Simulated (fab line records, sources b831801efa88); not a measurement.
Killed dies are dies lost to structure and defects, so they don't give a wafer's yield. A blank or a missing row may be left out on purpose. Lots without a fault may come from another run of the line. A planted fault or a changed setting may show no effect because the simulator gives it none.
Which tool did it? | flow gf180mcu | 14 lots, 42 wafers sampled, at 4 steps of a route of 602

WHAT THE GAUGES READ, wafer by wafer
GF_PASSIVATION_BOW_MEAS_14. Usual: PASSIVATION_BOW 137 um, standard deviation 8.6.
lot  | measured     | on            | PASSIVATION_BOW (um) | flag
L817 | day 28 15:59 | film_metro-04 | 153 129 149          |
L818 | day 29 03:45 | film_metro-03 | 146 121 139          |
L820 | day 29 18:13 | film_metro-03 | 147 136 149          |
L821 | day 30 03:35 | film_metro-01 | 132 128 128          |
L822 | day 30 18:04 | film_metro-03 | 126 128 130          |
L824 | day 31 08:07 | film_metro-01 | 136 140 126          |
L826 | day 31 14:31 | film_metro-01 | 126 130 131          |
L827 | day 31 23:49 | film_metro-04 | 129 142 138          |
L833 | day 33 10:50 | film_metro-04 | 133 129 137          |
L835 | day 34 05:55 | film_metro-03 | 127 137 125          |
L836 | day 34 06:50 | film_metro-04 | 140 158 146          |
L837 | day 34 09:41 | film_metro-03 | 130 154 147          |
L838 | day 34 14:52 | film_metro-03 | 140 141 132          |
L839 | day 34 21:53 | film_metro-03 | 131 130 141          |

WHICH TOOL RAN EACH LOT (tool, then ch and the chambers of the sampled wafers, then the start)
lot  | GF_V3_CLEAN_20                  | GF_V5_CVD_23                  | GF_TOP_METAL_SPUTTER_04
L817 | wet_bench-02 ch 1, day 22 01:00 | cvd_w-01 ch 0,1, day 26 21:08 | pvd_sputter-04, day 26 21:55
L818 | wet_bench-02 ch 0, day 22 13:14 | cvd_w-02 ch 0,1, day 27 08:41 | pvd_sputter-01, day 27 09:28
L820 | wet_bench-03 ch 0, day 23 08:05 | cvd_w-02 ch 0,1, day 28 00:10 | pvd_sputter-04, day 28 00:57
L821 | wet_bench-03 ch 1, day 23 16:35 | cvd_w-01 ch 0,1, day 28 09:24 | pvd_sputter-04, day 28 10:11
L822 | wet_bench-04 ch 0, day 24 11:35 | cvd_w-02 ch 0,1, day 29 01:32 | pvd_sputter-01, day 29 02:19
L824 | wet_bench-03 ch 0, day 25 02:41 | cvd_w-01 ch 0,1, day 29 15:47 | pvd_sputter-04, day 29 16:34
L826 | wet_bench-03 ch 0, day 25 12:50 | cvd_w-02 ch 0,1, day 29 22:14 | pvd_sputter-03, day 29 22:59
L827 | wet_bench-04 ch 0, day 26 00:35 | cvd_w-01 ch 0,1, day 30 09:23 | pvd_sputter-01, day 30 10:10
L833 | wet_bench-02 ch 0, day 27 20:04 | cvd_w-01 ch 0,1, day 31 23:01 | pvd_sputter-03, day 31 23:47
L835 | wet_bench-03 ch 1, day 28 18:53 | cvd_w-02 ch 0,1, day 32 19:21 | pvd_sputter-01, day 32 20:08
L836 | wet_bench-03 ch 3, day 28 20:04 | cvd_w-01 ch 0,1, day 32 19:42 | pvd_sputter-03, day 32 20:29
L837 | wet_bench-02 ch 0, day 28 22:34 | cvd_w-02 ch 0,1, day 32 23:16 | pvd_sputter-01, day 33 00:03
L838 | wet_bench-02 ch 2, day 29 06:04 | cvd_w-01 ch 0,1, day 33 04:26 | pvd_sputter-04, day 33 05:13
L839 | wet_bench-03 ch 1, day 29 14:32 | cvd_w-02 ch 1, day 33 12:05   | pvd_sputter-03, day 33 12:56
- GF_V3_CLEAN_20: cleans in DIW.
- GF_V5_CVD_23: deposits W, target thk 350 nm, time 104.9 s.
- GF_TOP_METAL_SPUTTER_04: material TiN, target thk 25 nm, time 20.8 s.

WHAT THE TOOLS THEMSELVES READ (means of the sampled wafers that have a number; where no wafer has one, the mark that the record gives instead)
GF_V5_CVD_23. Usual: chamber_pressure_Torr 40.00 Torr, standard deviation 0.085; heater_power_w 927 W, standard deviation 52.
lot  | tool     | chamber_pressure_Torr (Torr) | heater_power_w (W) | flag
L817 | cvd_w-01 | 40.00                        | 932                |
L818 | cvd_w-02 | 39.90                        | 911                |
L820 | cvd_w-02 | 39.97                        | 968                |
L821 | cvd_w-01 | 39.92                        | 929                |
L822 | cvd_w-02 | 40.02                        | 973                |
L824 | cvd_w-01 | 40.07                        | 918                |
L826 | cvd_w-02 | 40.05                        | 948                |
L827 | cvd_w-01 | 39.94                        | 935                |
L833 | cvd_w-01 | 40.04                        | 911                |
L835 | cvd_w-02 | 40.01                        | 960                |
L836 | cvd_w-01 | 40.06                        | 939                |
L837 | cvd_w-02 | 39.96                        | 975                |
L838 | cvd_w-01 | 40.07                        | 902                |
L839 | cvd_w-02 | 39.98                        | 890                |

GF_TOP_METAL_SPUTTER_04. Usual: throttle_valve_pct 30.0 %, standard deviation 0.88.
lot  | tool           | throttle_valve_pct (%) | flag
L817 | pvd_sputter-04 | 30.4                   |
L818 | pvd_sputter-01 | 29.5                   |
L820 | pvd_sputter-04 | 29.7                   |
L821 | pvd_sputter-04 | 30.7                   |
L822 | pvd_sputter-01 | 29.7                   |
L824 | pvd_sputter-04 | 31.6                   |
L826 | pvd_sputter-03 | 29.4                   |
L827 | pvd_sputter-01 | 30.1                   |
L833 | pvd_sputter-03 | 29.3                   |
L835 | pvd_sputter-01 | 29.9                   |
L836 | pvd_sputter-03 | 29.9                   |
L837 | pvd_sputter-01 | 29.8                   |
L838 | pvd_sputter-04 | 30.5                   |
L839 | pvd_sputter-03 | 29.8                   |

THE ANSWER, worked out from the rows above alone
Rule: a lot is off if the mean of its wafers that have a number lies more than 3 standard deviations from the usual mean. A lot without any number at a reading at which 4 lots or more have one is off too. The other lots that the step has rows for count as sound. The gauges are gone through in route order, then the tools' own readings, and for those a lot's mean is taken as printed above. The first step at which some lot is off is used, and at that step the reading that is off furthest; a lot without a number counts as furthest.
No lot is off at any reading shown: from this, nothing can be told.

WHAT THE SIMULATOR HAD PUT IN
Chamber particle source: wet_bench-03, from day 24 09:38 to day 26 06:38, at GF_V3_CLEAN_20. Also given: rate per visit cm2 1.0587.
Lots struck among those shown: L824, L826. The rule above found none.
